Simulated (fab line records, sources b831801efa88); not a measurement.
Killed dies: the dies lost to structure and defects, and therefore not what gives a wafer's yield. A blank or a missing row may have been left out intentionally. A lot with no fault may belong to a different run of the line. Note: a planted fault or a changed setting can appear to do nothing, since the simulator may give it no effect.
Matching of chambers	flow gf180mcu	3 sister chambers for GF_V5_CVD_02 on pecvd-01
The step deposits SiO2 from TEOS, target thk 1450 nm, time 163.28 s. 16 wafers are shown with their chamber, then 8 later ones without.

WAFERS WITH THEIR CHAMBER
wafer	chamber	heater-power-w (W)	rf-fwd-power-W (W)
L076.2	2	850	597.5
L076.3	1	641	600.7
L076.5	0	576	596.0
L081.2	2	766	593.6
L081.3	0	480	600.3
L081.6	0	558	599.3
L083.2	2	729	592.5
L083.3	2	839	594.5
L083.6	2	676	596.6
L086.1	1	669	595.4
L086.2	0	581	596.6
L086.4	2	685	595.5
L087.2	2	720	599.4
L087.5	0	484	593.6
L087.6	1	649	599.8
L094.2	0	560	597.9

SIGNATURES (means of the wafers above)
reading	chamber 0	chamber 1	chamber 2	scatter within a chamber
heater-power-w	539.83	653.00	752.14	55.5
rf-fwd-power-W	597.283	598.633	595.657	2.47
Rule: for a wafer and a chamber, the distance is found by dividing, reading by reading, the gap between the wafer's reading and the chamber's mean by the reading's scatter, squaring, summing and taking the root. If the next closest chamber is less than 2 further off than the closest, the wafer can't be placed; otherwise it belongs to the closest. How the scatter is found: for the shown wafers, subtract from each reading the mean of its chamber, square and add these, divide the total by (wafers less chambers), then take the root.

WAFERS WITH NO CHAMBER GIVEN
wafer	heater-power-w (W)	rf-fwd-power-W (W)
L094.5	613	599.4
L094.6	547	595.4
L095.1	579	598.0
L095.3	704	597.5
L095.6	535	599.2
L096.3	487	600.0
L096.4	556	597.1
L096.6	671	598.3

WHICH CHAMBER EACH WENT THROUGH
wafer	from the rows above	in truth
L094.5	can't be placed: 1 or 0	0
L094.6	can't be placed: 0 or 1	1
L095.1	can't be placed: 0 or 1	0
L095.3	can't be placed: 1 or 2 or 0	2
L095.6	can't be placed: 0 or 1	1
L096.3	can't be placed: 0 or 1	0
L096.4	can't be placed: 0 or 1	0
L096.6	can't be placed: 1 or 2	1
Correct placement for 0 of the 8. Cannot be placed on the basis of these rows: 8; the candidates contain the true chamber in 8. Number placed wrongly: 0.
